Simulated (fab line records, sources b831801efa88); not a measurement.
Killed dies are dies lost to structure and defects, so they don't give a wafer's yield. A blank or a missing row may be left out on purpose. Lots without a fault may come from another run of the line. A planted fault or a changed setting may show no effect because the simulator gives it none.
Which tool did it? | flow gf180mcu | 6 lots, 18 wafers sampled, at 2 steps of a route of 602

WHAT THE GAUGES READ, wafer by wafer
GF_VT_IMPLANT_RS_MEAS_48: measures by four-point-probe.
lot  | measured     | on            | LVPWELL_RS (ohm/sq)
L624 | day 8 02:42  | film_metro-01 | 1193 1193 1196
L626 | day 8 15:08  | film_metro-03 | 1202 1201 1199
L631 | day 10 15:19 | film_metro-01 | 1193 1193 1197
L636 | day 11 18:17 | film_metro-04 | 1196 1197 1194
L638 | day 12 03:47 | film_metro-03 | 1122 1120 1119
L640 | day 12 14:42 | film_metro-04 | 1122 1121 1123

WHICH TOOL RAN EACH LOT (tool, then ch and the chambers of the sampled wafers, then the start)
lot  | GF_LVPWELL_IMPLANT_08
L624 | implanter-04 ch 0, day 4 09:41
L626 | implanter-04 ch 0, day 4 18:11
L631 | implanter-01 ch 0, day 6 11:18
L636 | implanter-03 ch 0, day 7 09:11
L638 | implanter-03 ch 0, day 7 16:08
L640 | implanter-03 ch 0, day 8 01:24
- GF_LVPWELL_IMPLANT_08

THE ANSWER, worked out from the rows above alone
Rule: what is usual is taken from the lots themselves. Put in order of their means at a reading, lots are off if they are a third of the lots or fewer, leave a main group of 4 or more, and stand apart from it by a gap of 3 or more times the standard deviation of the main group's means; of several such gaps the widest counts. A main group whose means are all the same, to the digits that the tables above print for the reading, isn't used. A lot without any number at a reading at which 4 lots or more have one is off too. The other lots that the step has rows for count as sound.
Off: L638, L640, at GF_VT_IMPLANT_RS_MEAS_48 (LVPWELL_RS). The main group: mean 1196 ohm/sq, standard deviation 2.7.
A tool fits if, at a process step before that reading, it ran every lot that is off, and no sound lot after the first of them. The gauges at GF_VT_IMPLANT_RS_MEAS_48 are tried like those tools. One fits: implanter-03 at GF_LVPWELL_IMPLANT_08. Its last sound lot is L636 (day 7 09:11), its first lot that is off L638 (day 7 16:08): a fault that began between those two fits.

WHAT THE SIMULATOR HAD PUT IN
Process parameter drift: implanter-03, from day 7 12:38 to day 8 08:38, at GF_LVPWELL_IMPLANT_08. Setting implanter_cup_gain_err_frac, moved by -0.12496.
Lots struck among those shown: L638, L640. The rule above found the same.
